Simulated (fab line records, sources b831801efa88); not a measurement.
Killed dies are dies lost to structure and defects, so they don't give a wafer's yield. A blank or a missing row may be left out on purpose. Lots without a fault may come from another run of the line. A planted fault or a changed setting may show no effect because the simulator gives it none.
Which tool did it? | flow gf180mcu | 14 lots, 42 wafers sampled, at 4 steps of a route of 602

WHAT THE GAUGES READ, wafer by wafer
GF_POLY_GATE_OVL_MEAS_11. Usual: POLY_GATE_OVL 1 nm, standard deviation 5.8.
lot  | measured     | on         | POLY_GATE_OVL (nm) | flag
L861 | day 9 03:47  | overlay-01 | 4 1 3              |
L862 | day 9 15:47  | overlay-02 | -1 -1 3            |
L864 | day 10 04:10 | overlay-01 | -11 -6 -10         |
L865 | day 10 15:07 | overlay-01 | 5 8 7              |
L867 | day 11 02:28 | overlay-01 | 1 1 2              |
L871 | day 12 05:34 | overlay-02 | -3 -2 1            |
L872 | day 12 14:22 | overlay-01 | 6 6 -1             |
L874 | day 13 03:43 | overlay-01 | 6 0 -6             |
L881 | day 15 05:15 | overlay-01 | 0 -2 -4            |
L882 | day 15 12:28 | overlay-02 | -5 -3 3            |
L883 | day 15 18:27 | overlay-01 | 9 4 -1             |
L884 | day 16 04:18 | overlay-01 | -3 7 -2            |

GF_HV_LDD_OVL_MEAS_32. Usual: HV_LDD_02_OVL 0.2 nm, standard deviation 1.2.
lot  | measured     | on         | HV_LDD_02_OVL (nm) | flag
L861 | day 11 13:34 | overlay-01 | 1.3 0.6 0.2        |
L862 | day 12 01:43 | overlay-01 | 2.1 0.7 2.3        |
L864 | day 12 14:40 | overlay-02 | -0.9 0.6 0.7       |
L865 | day 13 02:28 | overlay-01 | -0.7 0.2 1.4       |
L867 | day 13 13:51 | overlay-02 | -0.2 2.1 1.9       |
L871 | day 14 22:28 | overlay-02 | 1.4 0.9 -0.2       |
L872 | day 15 11:57 | overlay-02 | 1.2 0.2 1.4        |
L874 | day 15 21:37 | overlay-02 | -1.4 -1.1 0.6      |
L881 | day 18 03:40 | overlay-02 | 0.3 -0.6 1.9       |
L882 | day 18 10:55 | overlay-02 | -1.3 -1.3 -1.5     |
L883 | day 18 23:01 | overlay-02 | 0.8 -1.8 -3.1      |
L884 | day 19 05:14 | overlay-02 | -0.4 -0.2 1.2      |

WHICH TOOL RAN EACH LOT (tool, then ch and the chambers of the sampled wafers, then the start)
lot  | GF_STI_ETCH_13                    | GF_VT_IMPLANT_EXPOSE_26
L861 | rie_diel-03 ch 0,1,2, day 2 01:34 | iline_stepper-02 ch 0, day 6 13:44
L862 | rie_diel-03 ch 1,2,3, day 2 06:57 | iline_stepper-01 ch 0, day 6 20:21
L864 | rie_diel-03 ch 0,2, day 2 17:30   | iline_stepper-01 ch 0, day 7 09:27
L865 | rie_diel-02 ch 1,2, day 2 21:37   | iline_stepper-01 ch 0, day 7 16:54
L867 | rie_diel-01 ch 0,1,2, day 3 08:48 | iline_stepper-02 ch 0, day 8 07:23
L871 | rie_diel-03 ch 0,1,2, day 4 05:52 | iline_stepper-02 ch 0, day 9 07:53
L872 | rie_diel-03 ch 0,1,3, day 4 10:49 | iline_stepper-01 ch 0, day 9 14:44
L874 | rie_diel-02 ch 0,1,3, day 4 20:51 | iline_stepper-01 ch 0, day 10 02:35
L875 | rie_diel-03 ch 2,3, day 5 01:40   | iline_stepper-02, day 10 08:17
L876 | rie_diel-02 ch 0,3, day 5 06:36   | iline_stepper-01, day 10 14:55
L881 | rie_diel-03 ch 0,1,2, day 6 08:28 | iline_stepper-01 ch 0, day 11 22:55
L882 | rie_diel-02 ch 0,1,3, day 6 14:03 | iline_stepper-02 ch 0, day 12 06:44
L883 | rie_diel-01 ch 0,2,3, day 6 18:55 | iline_stepper-01 ch 0, day 12 13:54
L884 | rie_diel-02 ch 0,1,3, day 7 00:37 | iline_stepper-01 ch 0, day 12 20:43
- GF_STI_ETCH_13: etches the open film in CHF3/O2, stops on Si, target depth 282.31 nm, time 112.9 s.
- GF_VT_IMPLANT_EXPOSE_26: exposes mask LVPWELL HV AREA, target cd 860 nm.

WHAT THE TOOLS THEMSELVES READ (means of the sampled wafers that have a number; where no wafer has one, the mark that the record gives instead)
GF_STI_ETCH_13. Usual: drypump_motor_current_A 5.7 A, standard deviation 0.46; oes_product_au 0.834 a.u., standard deviation 0.0061; throttle_valve_pct 8.810 %, standard deviation 0.0094.
lot  | tool        | drypump_motor_current_A (A) | oes_product_au (a.u.) | throttle_valve_pct (%) | flag
L861 | rie_diel-03 | 6.0                         | 0.829                 | 8.810                  |
L862 | rie_diel-03 | 5.6                         | 0.839                 | 8.810                  |
L864 | rie_diel-03 | 6.3                         | 0.836                 | 8.808                  |
L865 | rie_diel-02 | 6.1                         | 0.845                 | 8.810                  |
L867 | rie_diel-01 | 5.4                         | 0.835                 | 8.808                  |
L871 | rie_diel-03 | 6.0                         | 0.834                 | 8.812                  |
L872 | rie_diel-03 | 5.9                         | 0.831                 | 8.810                  |
L874 | rie_diel-02 | 5.4                         | 0.834                 | 8.804                  |
L875 | rie_diel-03 | 5.6                         | 0.835                 | 8.807                  |
L876 | rie_diel-02 | 5.4                         | 0.832                 | 8.798                  |
L881 | rie_diel-03 | 6.0                         | 0.839                 | 8.815                  |
L882 | rie_diel-02 | 5.4                         | 0.836                 | 8.810                  |
L883 | rie_diel-01 | 5.3                         | 0.833                 | 8.814                  |
L884 | rie_diel-02 | 5.5                         | 0.832                 | 8.811                  |

GF_VT_IMPLANT_EXPOSE_26. Usual: exposure_dose_mJ_cm2 139.97, standard deviation 0.12; focus_offset_nm 0.0 nm, standard deviation 0.54.
lot  | tool             | exposure_dose_mJ_cm2 | focus_offset_nm (nm) | flag
L861 | iline_stepper-02 | 140.13               | -0.5                 |
L862 | iline_stepper-01 | 140.05               | 0.6                  |
L864 | iline_stepper-01 | 140.03               | 0.5                  |
L865 | iline_stepper-01 | 139.83               | -0.6                 |
L867 | iline_stepper-02 | 139.87               | 0.2                  |
L871 | iline_stepper-02 | 139.88               | -0.5                 |
L872 | iline_stepper-01 | 140.08               | 0.0                  |
L874 | iline_stepper-01 | 139.93               | -0.3                 |
L875 | iline_stepper-02 | -                    | -                    | OFF
L876 | iline_stepper-01 | -                    | -                    | OFF
L881 | iline_stepper-01 | 139.84               | 0.6                  |
L882 | iline_stepper-02 | 139.93               | -0.1                 |
L883 | iline_stepper-01 | 139.92               | -0.9                 |
L884 | iline_stepper-01 | 139.83               | -0.1                 |

THE ANSWER, worked out from the rows above alone
Rule: a lot is off if the mean of its wafers that have a number lies more than 3 standard deviations from the usual mean. A lot without any number at a reading at which 4 lots or more have one is off too. The other lots that the step has rows for count as sound. The gauges are gone through in route order, then the tools' own readings, and for those a lot's mean is taken as printed above. The first step at which some lot is off is used, and at that step the reading that is off furthest; a lot without a number counts as furthest.
Off: L875, L876, at GF_VT_IMPLANT_EXPOSE_26 (exposure_dose_mJ_cm2). Without a number there: L875, L876.
A tool fits if, at that step or a process step before it, it ran every lot that is off, and no sound lot after the first of them. None of those tried fits.

WHAT THE SIMULATOR HAD PUT IN
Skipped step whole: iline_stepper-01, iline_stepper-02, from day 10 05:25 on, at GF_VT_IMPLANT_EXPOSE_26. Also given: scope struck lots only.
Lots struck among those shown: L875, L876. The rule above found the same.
